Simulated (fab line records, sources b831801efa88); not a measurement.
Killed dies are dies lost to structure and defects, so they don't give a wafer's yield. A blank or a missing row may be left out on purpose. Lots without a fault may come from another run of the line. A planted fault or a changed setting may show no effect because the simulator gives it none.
A struck lot beside a sound one | flow sky130 | 19 steps out of a route of 708
Sound: wafers L380.3, L380.4, L380.5. Struck: wafers L392.4, L392.5, L392.6. The cause comes at the end.
At each step with rows: each side's tool, then ch and its chambers, then its first start. Under that, the readings that differ: sound wafers | struck wafers | difference of the means | sigmas: that difference in standard deviations of wafers without a fault.
alike: readings whose means differ by less than 2 such deviations, and words and numbers that are the same on both sides. not compared: withheld readings, readings that some wafer has no value for, bounds like >300 that may hide the same value, and numbers for which the record gives no deviation and whose values overlap.
The two part at a step that has a row with sigmas, a row that says differs or no value, or rows on one side only. Numbers that don't overlap but have no deviation are shown without sigmas and don't part them. A reading that every wafer of one side lacks parts them only if that side has two wafers or more.

first, 6 steps without rows for these wafers: SKY_VIA4_ETCH_12 (etches SiO2 in C4F8/O2/Ar, stops on TiN, target depth 580 nm); SKY_VIA4_STRIP_13 (strips in O2/N2); SKY_VIA4_STRIP_14 (strips in post etch residue remover, time 1200 s); SKY_VIA4_CLEAN_15 (cleans in IPA, time 180 s); SKY_VIA4_CLEAN_16 (cleans in O3/DIW); SKY_VIA4_SPUTTER_17 (material TiN, target thk 20 nm, time 80 s).
SKY_VIA4_CVD_18: deposits W, target thk 505 nm, time 152.14 s.
  sound on cvd_w-02 ch 0,1, day 45 04:56; struck on cvd_w-02 ch 0,1, day 48 12:46
  alike: heater_power_w
SKY_VIA4_RS_MEAS_19: measures by four-point-probe.
  sound on film_metro-01, day 45 05:04; struck on film_metro-02, day 48 13:01
  alike: VIA4_W_RS
SKY_VIA4_THK_MEAS_20: measures by xrf.
  sound on film_metro-01, day 45 05:10; struck on film_metro-02, day 48 13:06
  alike: VIA4_W_THK
then, 1 step without rows for these wafers: SKY_VIA4_CMP_21 (polishes, stops on SiO2, t overpolish 25 s, target thk 0 nm).
SKY_METAL5_SPUTTER_00: material Ti, target thk 15 nm, time 10 s.
  sound on pvd_sputter-01, day 45 05:31; struck on pvd_sputter-04, day 48 13:26
  alike: chamber_pressure_pa, throttle_valve_pct
SKY_METAL5_SPUTTER_01: material TiN, target thk 20 nm, time 16.7 s.
  sound on pvd_sputter-01, day 45 05:32; struck on pvd_sputter-04, day 48 13:27
  alike: chamber_pressure_pa, throttle_valve_pct
SKY_METAL5_SPUTTER_02: material AlCu, target thk 1150 nm, time 61.2 s.
  sound on pvd_sputter-01, day 45 05:34; struck on pvd_sputter-04, day 48 13:29
  reading                                     | sound          | struck         | difference | sigmas
  model.AlCu_of_METAL5_SPUTTER_02.thk_nm (nm) | 1143 1141 1149 | 1214 1212 1204 | +66        |
  alike: chamber_pressure_pa, throttle_valve_pct
SKY_METAL5_SPUTTER_03: material Ti, target thk 5 nm, time 3.3 s.
  sound on pvd_sputter-01, day 45 05:37; struck on pvd_sputter-04, day 48 13:32
  alike: chamber_pressure_pa, throttle_valve_pct
SKY_METAL5_SPUTTER_04: material TiN, target thk 70 nm, time 58.3 s.
  sound on pvd_sputter-01, day 45 05:38; struck on pvd_sputter-04, day 48 13:32
  alike: chamber_pressure_pa, throttle_valve_pct
SKY_METAL5_RS_MEAS_05: measures by four-point-probe.
  sound on film_metro-01, day 45 05:43; struck on film_metro-04, day 48 13:39
  reading                 | sound                   | struck                  | difference | sigmas
  METAL5_ALCU_RS (ohm/sq) | 0.02721 0.02717 0.02705 | 0.02567 0.02564 0.02582 | -0.00143   | -6
SKY_METAL5_THK_MEAS_06: measures by xrf.
  sound on film_metro-01, day 45 05:49; struck on film_metro-04, day 48 13:44
  reading              | sound          | struck         | difference | sigmas
  METAL5_ALCU_THK (nm) | 1168 1168 1171 | 1240 1252 1236 | +74        | +4
then, 1 step without rows for these wafers: SKY_METAL5_DEHYDRATE_07 (time 60 s).
-- the record jumps here: 2 days lie between the struck wafers' starts before and after (it left off in module METAL5 and takes up again in module PAD_OPEN, whose first step shown is number 708 of the route) --
SKY_PAD_OPEN_PROBE_99:
  sound on prober-01, day 48 01:26; struck on prober-02, day 50 22:13
  reading                      | sound                   | struck                  | difference | sigmas
  model.etest.met5.rs_ohm_sq   | 0.02745 0.02722 0.02725 | 0.02583 0.02581 0.02568 | -0.00153   |
  model.etest.met5.line_ohm_um | 0.01717 0.01707 0.01704 | 0.01629 0.01617 0.01615 | -0.00089   |
  alike: defect_limited_yield, killed_at_M0_to_M3, killed_at_M4_up, killed_at_contacts, killed_at_front_end, killed_at_other, killed_dies, killed_open, killed_short, sort_bin_3_pad_short, sort_bin_5_function, sort_bin_6_memory, sort_n_pass, sort_yield_pct

WHERE THEY PART
First at SKY_METAL5_RS_MEAS_05; last, within this record, at SKY_METAL5_THK_MEAS_06. Later steps at which nothing parts them and some readings are alike: SKY_PAD_OPEN_PROBE_99.

WHY: what the simulator had put in
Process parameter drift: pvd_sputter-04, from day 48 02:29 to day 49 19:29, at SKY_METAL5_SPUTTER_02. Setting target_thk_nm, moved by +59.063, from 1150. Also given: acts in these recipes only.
